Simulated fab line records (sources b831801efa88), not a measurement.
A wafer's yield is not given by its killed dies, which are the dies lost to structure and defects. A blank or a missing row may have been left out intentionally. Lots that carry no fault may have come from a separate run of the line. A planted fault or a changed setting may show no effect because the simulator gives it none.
fab line records | flow sky130
[record] lots = 7 wafers = 21 last_day = 52
route steps=708 shown SD_P@324 RES_XHIGH@332 SD_N@342
lots untouched by any fault: they come from a run of this same line in which no faults occurred
start_h: hours from the record's opening day to when the first of the lot's shown wafers began | wait_h: hours since the lot's step before | " as in the row above | L1.1+2: a single row standing in for several wafers | - no value, or no start given | * or withheld: withheld | < > ~ a bound
route shown NAME@n: NAME is a module with steps in the file, n the number in the route of the first one | usual: average and standard deviation across the fault-free wafers | same: alike in all rows | chamber/n: place in a boat | sites: the reading at each site | _std_site: the standard deviation of these | _edge_site: outer sites' mean less inner sites' | radius_mm: for every site, how far away it sits from the centre of the wafer | mask NAME#n: copy n | behind: tool/chamber where the wafer was last shaped | hold: why the lot went on hold/how many hours it stayed there/how the hold came to an end | device: transistor that didn't switch, given as n, p or np | end of line: the route-end tests of the same wafers | for a step that has no rows: nothing shown but its recipe | killed: dies that structure and defects cost at the first sort, which is not the same as the wafer's yield | map: shows each die of a wafer: x if killed, . if not, _ if none is there
set.NAME: the setting the step ran with; set.NAME@STEP: the setting that earlier step ran with | model.NAME: the simulator's own value behind a step, which no gauge read
a table for each step, a row for each wafer; lots at some steps of the route
services: when a tool's chamber went out of use (start_h, in hours from the record's first day, below 0 if earlier), for how many hours, and the reason
[[steps]]
[step SKY_SD_P_EXPOSE_04]
[recipe] mask_id = PSDM na = 0.6 source_shape = conventional sigma_outer = 0.6 polarization = unpolarized target_cd_nm = 380 dose_mj = 138
[step SKY_SD_P_PEB_05]
[recipe] temp_c = withheld time_s = * resist = NOVOLAK
[step SKY_SD_P_DEVELOP_06]
[recipe] resist = NOVOLAK developer = TMAH develop_time_s = 60 dev_temp_c = 23
[step SKY_SD_P_CD_MEAS_07]
[recipe] target_cd_nm = 380
[usual] cd_nm = 379.9/2.8
// columns lot.wafer tool chamber start_h wait_h cd_nm
L708.4 cd_sem-02 - 532.77 0.1 381.5
L708.5 " - " " 380.9
L708.6 " - " " 380.4
L712.1 cd_sem-01 - 550.21 0.1 385.0
L712.3 " - " " 384.5
L712.6 " - " " 383.6
L717.1 cd_sem-01 - 589.81 0.1 380.6
L717.3 " - " " 378.3
L717.6 " - " " 378.4
L719.3 cd_sem-02 - 595.27 0.1 381.8
L719.5 " - " " 382.0
L719.6 " - " " 381.9
L720.1 cd_sem-01 - 603.21 0.1 378.7
L720.3 " - " " 381.8
L720.6 " - " " 381.4
L730.1 cd_sem-01 - 850.14 0.1 380.1
L730.3 " - " " 381.4
L730.5 " - " " 379.9
L731.1 cd_sem-02 - 851.64 0.1 376.5
L731.4 " - " " 379.7
L731.6 " - " " 376.9
[step SKY_SD_P_OVL_MEAS_08]
[usual] SD_P_OVL = -1.1/1.5
// columns lot.wafer tool chamber start_h wait_h SD_P_OVL[nm]
L708.4 overlay-01 - 532.85 0.1 -1.3
L708.5 " - " " -2.2
L708.6 " - " " -0.3
L712.1 overlay-02 - 550.33 0.1 -0.4
L712.3 " - " " 0.3
L712.6 " - " " 1.7
L717.1 overlay-01 - 589.93 0.1 -0.1
L717.3 " - " " -0.2
L717.6 " - " " -0.9
L719.3 overlay-02 - 595.37 0.1 -1.6
L719.5 " - " " -1.4
L719.6 " - " " -0.6
L720.1 overlay-01 - 603.33 0.1 -1.1
L720.3 " - " " -0.5
L720.6 " - " " -0.8
L730.1 overlay-02 - 850.26 0.1 -0.6
L730.3 " - " " 0.5
L730.5 " - " " -1.8
L731.1 overlay-02 - 851.76 0.1 1.4
L731.4 " - " " 3.0
L731.6 " - " " 1.3
[step SKY_SD_P_IMPLANT_09]
[recipe] species = BF2 energy_kev = 20 dose_cm2 = 3e+15 tilt_deg = 0
[step SKY_SD_P_STRIP_10]
[recipe] chemistry = O2/N2 power_w = 1400 pressure_mtorr = 1500 platen_temp_c = withheld o2_flow_sccm = 3000 n2_flow_sccm = 300 overash_fraction = 0.5
[usual] drypump_motor_current_A = 5.81/0.26 oes_product_au = 0.617/0.0049 strip_time_to_endpoint_s = 17.50/0.042
// columns lot.wafer tool chamber start_h wait_h drypump_motor_current_A oes_product_au rf_hours_counter_h strip_time_to_endpoint_s
L708.4 plasma_asher-01 1 533.05 0.1 6.06 0.625 - 17.47
L708.5 " 0 " " 5.23 0.623 - 17.49
L708.6 " 1 " " 6.03 0.618 - 17.48
L712.1 plasma_asher-04 1 550.51 0.1 5.88 0.619 88 17.53
L712.3 " 1 " " 5.86 0.620 - 17.51
L712.6 " 0 " " 5.56 0.602 - 17.51
L717.1 plasma_asher-02 1 590.12 0.1 5.95 0.618 16 17.57
L717.3 " 1 " " 5.99 0.621 - 17.51
L717.6 " 0 " " 5.94 0.616 - 17.46
L719.3 plasma_asher-04 1 595.57 0.1 5.94 0.615 - 17.52
L719.5 " 0 " " 5.57 0.615 - 17.49
L719.6 " 1 " " 5.89 0.617 - 17.51
L720.1 plasma_asher-02 1 603.52 0.1 5.99 0.621 18 17.50
L720.3 " 0 " " 5.97 0.610 - 17.50
L720.6 " 1 " " 5.95 0.614 - 17.54
L730.1 plasma_asher-02 1 850.44 0.1 5.96 0.617 42 17.51
L730.3 " 0 " " 5.97 0.614 - 17.47
L730.5 " 0 " " 5.94 0.615 - 17.49
L731.1 plasma_asher-01 0 851.94 0.1 5.28 0.619 67 17.55
L731.4 " 1 " " 6.04 0.609 - 17.57
L731.6 " 1 " " 6.07 0.628 - 17.54
[step SKY_SD_P_TW_MEAS_11]
[usual] SD_P_TW = 2804/10
// columns lot.wafer tool chamber start_h wait_h SD_P_TW
L708.4 film_metro-02 - 533.15 0.1 2811
L708.5 " - " " 2830
L708.6 " - " " 2816
L712.1 film_metro-04 - 550.61 0.1 2793
L712.3 " - " " 2807
L712.6 " - " " 2806
L717.1 film_metro-01 - 590.69 0.5 2807
L717.3 " - " " 2797
L717.6 " - " " 2820
L719.3 film_metro-02 - 595.66 0.1 2804
L719.5 " - " " 2802
L719.6 " - " " 2817
L720.1 film_metro-02 - 603.62 0.1 2807
L720.3 " - " " 2800
L720.6 " - " " 2799
L730.1 film_metro-02 - 850.54 0.1 2802
L730.3 " - " " 2778
L730.5 " - " " 2797
L731.1 film_metro-04 - 852.04 0.1 2794
L731.4 " - " " 2801
L731.6 " - " " 2808
[step SKY_RES_XHIGH_DEHYDRATE_00]
[recipe] temp_c = 200 time_s = 60
[step SKY_RES_XHIGH_HMDS_01]
[recipe] prime_time_s = 60 prime_temp_c = 120
[step SKY_RES_XHIGH_COAT_02]
[recipe] resist = NOVOLAK spin_rpm = 3000 resist_thk_nm = 1140
[step SKY_RES_XHIGH_SOFTBAKE_03]
[recipe] temp_c = 90 time_s = 60 resist = NOVOLAK
[step SKY_RES_XHIGH_EXPOSE_04]
[recipe] mask_id = URPM na = 0.6 source_shape = conventional sigma_outer = 0.6 polarization = unpolarized target_cd_nm = 1270 dose_mj = 140
[usual] exposure_dose_mJ_cm2 = 140.00/0.15 focus_offset_nm = 0.0/0.55 reticle_temp_C = 23.01/0.12
// columns lot.wafer tool chamber start_h wait_h mask exposure_dose_mJ_cm2 focus_offset_nm reticle_temp_C
L708.4 iline_stepper-01 0 547.16 - URPM#0 139.99 -0.3 22.80
L708.5 " 0 " " URPM#0 139.98 0.2 22.99
L708.6 " 0 " " URPM#0 140.29 -0.3 22.80
L712.1 iline_stepper-01 0 565.36 - URPM#0 140.04 -0.4 23.01
L712.3 " 0 " " URPM#0 139.99 1.0 22.83
L712.6 " 0 " " URPM#0 140.11 0.1 22.77
L717.1 iline_stepper-01 - 603.46 - URPM#0 - - -
L717.3 " - " " URPM#0 - - -
L717.6 " - " " URPM#0 - - -
L719.3 iline_stepper-01 - 610.07 - URPM#0 - - -
L719.5 " - " " URPM#0 - - -
L719.6 " - " " URPM#0 - - -
L720.1 iline_stepper-02 - 618.64 - URPM#0 - - -
L720.3 " - " " URPM#0 - - -
L720.6 " - " " URPM#0 - - -
L730.1 iline_stepper-02 0 864.06 - URPM#0 139.84 -0.2 23.13
L730.3 " 0 " " URPM#0 139.85 -0.7 23.13
L730.5 " 0 " " URPM#0 139.86 0.2 23.03
L731.1 iline_stepper-01 0 865.26 - URPM#0 139.98 -0.3 22.93
L731.4 " 0 " " URPM#0 139.88 0.6 22.97
L731.6 " 0 " " URPM#0 139.89 0.6 22.83
[step SKY_RES_XHIGH_PEB_05]
[recipe] temp_c = withheld time_s = * resist = NOVOLAK
[step SKY_RES_XHIGH_DEVELOP_06]
[recipe] resist = NOVOLAK developer = TMAH develop_time_s = 60 dev_temp_c = 23
[step SKY_RES_XHIGH_IMPLANT_07]
[recipe] species = BF2 energy_kev = 20 dose_cm2 = 3.6e+14 tilt_deg = 0
[step SKY_RES_XHIGH_STRIP_08]
[recipe] chemistry = O2/N2 power_w = 1400 pressure_mtorr = 1500 platen_temp_c = withheld o2_flow_sccm = 3000 n2_flow_sccm = 300 overash_fraction = 0.5
[usual] drypump_motor_current_A = 5.91/0.18 oes_product_au = 0.710/0.0043 strip_time_to_endpoint_s = 14.28/0.038
// columns lot.wafer tool chamber start_h wait_h drypump_motor_current_A oes_product_au rf_hours_counter_h strip_time_to_endpoint_s
L708.4 plasma_asher-03 1 561.89 0.1 6.16 0.713 - 14.23
L708.5 " 0 " " 5.86 0.712 - 14.23
L708.6 " 1 " " 6.16 0.708 - 14.20
L712.1 plasma_asher-03 0 578.96 0.1 5.82 0.703 74 14.27
L712.3 " 1 " " 6.17 0.707 - 14.26
L712.6 " 0 " " 5.82 0.708 - 14.30
L717.1 plasma_asher-03 0 618.06 0.1 5.82 0.711 78 14.27
L717.3 " 0 " " 5.86 0.712 - 14.27
L717.6 " 1 " " 6.15 0.708 - 14.31
L719.3 plasma_asher-04 1 625.12 0.1 5.88 0.711 - 14.25
L719.5 " 1 " " 5.94 0.706 - 14.23
L719.6 " 0 " " 5.55 0.708 - 14.23
L720.1 plasma_asher-03 0 632.76 0.1 5.83 0.707 80 14.31
L720.3 " 1 " " 6.16 0.709 - 14.33
L720.6 " 1 " " 6.19 0.716 - 14.31
L730.1 plasma_asher-03 0 876.91 0.1 5.84 0.710 105 14.31
L730.3 " 1 " " 6.16 0.700 - 14.27
L730.5 " 0 " " 5.85 0.703 - 14.29
L731.1 plasma_asher-02 0 878.41 0.1 5.96 0.709 44 14.26
L731.4 " 0 " " 5.95 0.709 - 14.23
L731.6 " 1 " " 5.96 0.723 - 14.20
[step SKY_RES_XHIGH_TW_MEAS_09]
[usual] RES_XHIGH_TW = 1627/7.6
// columns lot.wafer tool chamber start_h wait_h RES_XHIGH_TW
L708.4 film_metro-04 - 561.99 0.1 1621
L708.5 " - " " 1621
L708.6 " - " " 1635
L712.1 film_metro-02 - 579.06 0.1 1627
L712.3 " - " " 1618
L712.6 " - " " 1619
L717.1 film_metro-04 - 618.16 0.1 30
L717.3 " - " " 30
L717.6 " - " " 30
L719.3 film_metro-01 - 625.21 0.1 30
L719.5 " - " " 30
L719.6 " - " " 30
L720.1 film_metro-01 - 632.86 0.1 30
L720.3 " - " " 30
L720.6 " - " " 30
L730.1 film_metro-04 - 877.01 0.1 1620
L730.3 " - " " 1618
L730.5 " - " " 1616
L731.1 film_metro-02 - 878.51 0.1 1634
L731.4 " - " " 1634
L731.6 " - " " 1633
[step SKY_SD_N_DEHYDRATE_00]
[recipe] temp_c = 200 time_s = 60
[[services]]
// columns tool chamber start_h hours kind
iline_stepper-01 - 525.39 4.3 pm
iline_stepper-02 - 539.87 2.1 pm
plasma_asher-02 - 540.70 2.6 repair
iline_stepper-02 - 541.96 - consumable_replace:lamp
plasma_asher-01 - 570.89 39.0 repair
iline_stepper-01 - 589.28 0.6 repair
plasma_asher-03 - 597.09 0.7 repair
iline_stepper-02 - 606.25 6.8 repair
iline_stepper-01 - 613.07 1.7 pm
plasma_asher-01 - 617.08 28.1 pm
iline_stepper-02 0 619.56 - calibration
iline_stepper-02 - 681.62 1.7 pm
plasma_asher-03 - 681.86 2.8 pm
iline_stepper-01 0 683.15 - calibration
plasma_asher-02 - 730.37 2.8 pm
plasma_asher-04 - 733.75 9.0 pm
plasma_asher-04 0 733.75 9.0 vent_cycle
plasma_asher-04 1 733.75 9.0 vent_cycle
plasma_asher-04 0 742.75 - clean
plasma_asher-04 1 742.75 - clean
iline_stepper-02 - 823.35 3.7 repair
iline_stepper-01 - 831.25 1.7 pm
iline_stepper-02 - 856.85 4.4 pm
plasma_asher-01 - 870.36 0.9 repair
[[key]]
[first_sign] step = SKY_RES_XHIGH_EXPOSE_04 reading = tool_record direction = missing
[effect] step = SKY_RES_XHIGH_TW_MEAS_09 reading = RES_XHIGH_TW direction = down sigmas = 99+ usual = 1627 struck = 30
met_at SKY_RES_XHIGH_EXPOSE_04
struck_wafers L717.1,L717.3,L717.6,L719.3,L719.5,L719.6,L720.1,L720.3,L720.6
sort_left_out L717.1,L717.3,L717.6,L719.3,L719.5,L719.6,L720.1,L720.3,L720.6
tester_left_out L717,L719,L720
onset_between 565.36 603.46
[fault] kind = skipped_step_whole tool = iline_stepper-01,iline_stepper-02 chamber = - onset_h = 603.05 steps = SKY_RES_XHIGH_EXPOSE_04 scope = struck_lots_only
// tester_left_out: of these lots the tester's yield and bins aren't shown, on N5 and GAA mostly nor the transistor test; their killed dies are dies lost to structure and defects alone, not to doping, threshold or leakage, so they don't give the yield
// sort_left_out: the simulated sort isn't trusted on such a fault, so these wafers' sort isn't shown, and their yield isn't known
